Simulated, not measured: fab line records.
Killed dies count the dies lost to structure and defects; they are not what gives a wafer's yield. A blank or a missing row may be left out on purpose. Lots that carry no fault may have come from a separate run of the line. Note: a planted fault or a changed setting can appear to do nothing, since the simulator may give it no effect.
Matching of chambers	flow gf180mcu	GF_CONTACT_CMP_27 on cmp-02: 4 sister chambers
The step polishes, stops on SiO2, t overpolish 15 s, target thk 0 nm. 25 wafers are shown with their chamber, then 12 later ones without.

WAFERS, EACH WITH ITS CHAMBER
wafer	chamber	motor current A (A)	time to endpoint s (s)	overpolish run s (s)
L519.2	3	11.2	69	15.013
L519.4	0	10.4	74	15.000
L519.6	0	9.9	72	15.014
L521.1	3	11.6	72	15.006
L521.2	2	11.1	78	15.004
L521.6	2	11.5	79	14.988
L522.4	3	11.8	70	15.008
L522.5	1	10.9	66	14.999
L522.6	2	12.2	73	14.998
L523.2	1	11.8	71	15.007
L523.3	2	11.5	77	14.984
L524.2	1	11.5	70	14.992
L524.3	2	11.7	74	14.983
L533.2	3	11.5	64	15.001
L533.4	1	11.7	64	15.000
L533.5	3	11.1	64	15.005
L534.1	2	11.2	73	14.988
L534.2	0	10.2	70	15.015
L534.3	3	11.5	67	15.012
L536.2	0	9.7	74	15.004
L536.3	3	11.1	72	14.998
L536.6	2	11.8	78	14.993
L537.2	2	11.3	70	15.004
L537.5	1	11.5	66	14.998
L537.6	2	11.4	70	15.007

SIGNATURES (averages over the wafers above)
reading	chamber 0	chamber 1	chamber 2	chamber 3	scatter within a chamber
motor current A	10.050	11.480	11.522	11.400	0.319
time to endpoint s	72.50	67.40	74.67	68.29	3.17
overpolish run s	15.00825	14.99920	14.99433	15.00614	0.00736
Rule: for a wafer and a chamber, the distance is found by dividing, reading by reading, the gap between the wafer's reading and the chamber's mean by the reading's scatter, squaring, summing and taking the root. If the next closest chamber is less than 2 further off than the closest, the wafer can't be placed; otherwise it belongs to the closest. The scatter: the root of (the sum of the squares of (reading less its chamber's mean) over the shown wafers, divided by (wafers less chambers)).

WAFERS WITH NO CHAMBER GIVEN
wafer	motor current A (A)	time to endpoint s (s)	overpolish run s (s)
L538.1	10.2	68	14.991
L538.4	11.2	72	14.998
L538.5	10.5	71	14.994
L539.1	11.0	67	14.998
L539.2	10.3	66	14.982
L539.6	11.2	72	14.993
L541.2	11.2	74	14.993
L541.3	11.7	69	14.997
L541.5	11.4	65	15.004
L542.1	11.9	68	15.011
L542.3	11.8	70	14.999
L542.6	10.1	76	14.993

WHICH CHAMBER EACH ONE RAN IN
wafer	from the rows above	in truth
L538.1	can't be placed: 0 or 1 or 3 or 2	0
L538.4	can't be placed: 2 or 1 or 3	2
L538.5	can't be placed: 0 or 1 or 3 or 2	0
L539.1	can't be placed: 1 or 3 or 2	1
L539.2	can't be placed: 0 or 1 or 3 or 2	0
L539.6	can't be placed: 2 or 1 or 3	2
L541.2	can't be placed: 2 or 1 or 3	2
L541.3	can't be placed: 1 or 3 or 2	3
L541.5	can't be placed: 1 or 3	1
L542.1	can't be placed: 3 or 1 or 2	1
L542.3	can't be placed: 1 or 3 or 2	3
L542.6	0	0
Placed correctly: 1 of 12. Unplaceable from these rows: 11, with the true chamber sitting among the candidates in 11. Number placed wrongly: 0.
